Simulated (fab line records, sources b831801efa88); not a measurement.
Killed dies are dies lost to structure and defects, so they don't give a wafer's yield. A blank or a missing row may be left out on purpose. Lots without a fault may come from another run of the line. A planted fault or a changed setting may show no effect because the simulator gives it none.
Chamber matching | flow sky130 | SKY_VIA4_CMP_21 on cmp-01: 4 sister chambers
The step polishes, stops on SiO2, t overpolish 25 s, target thk 0 nm. 4 wafers are shown with their chamber, then 7 later ones without.

WAFERS WITH THEIR CHAMBER
wafer  | chamber | motor_current_A (A)
L515.5 | 0       | 11.0
L516.2 | 1       | 11.6
L518.1 | 3       | 10.0
L518.3 | 2       | 9.1

WAFERS WITHOUT THEIR CHAMBER
wafer  | motor_current_A (A)
L518.5 | 11.1
L519.2 | 9.5
L519.4 | 11.7
L519.6 | 9.6
L520.2 | 10.7
L520.4 | 11.3
L520.6 | 11.1

WHICH CHAMBER EACH WENT THROUGH
wafer  | from the rows above     | in truth
L518.5 | can't be placed: 0 or 1 | 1
L519.2 | can't be placed: 2 or 3 | 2
L519.4 | 1                       | 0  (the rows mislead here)
L519.6 | can't be placed: 3 or 2 | 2
L520.2 | can't be placed: 0 or 3 | 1
L520.4 | can't be placed: 1 or 0 | 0
L520.6 | can't be placed: 0 or 1 | 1
Placed correctly: 0 of 7. Can't be placed from these rows: 6 (the true chamber is among the candidates in 5). Placed wrongly: 1.
How it was worked out, from the rows above alone: a wafer's distance from a chamber is the root of the sum, over the readings, of the square of ((its reading less the chamber's mean) divided by the reading's scatter). The wafer belongs to the nearest chamber; if the next one is less than 2 further off, it can't be placed. A chamber's mean is the mean of its shown wafers. The scatter: with one shown wafer a chamber, the root of the mean of the squares of how far each hidden wafer lies from its nearest shown one.
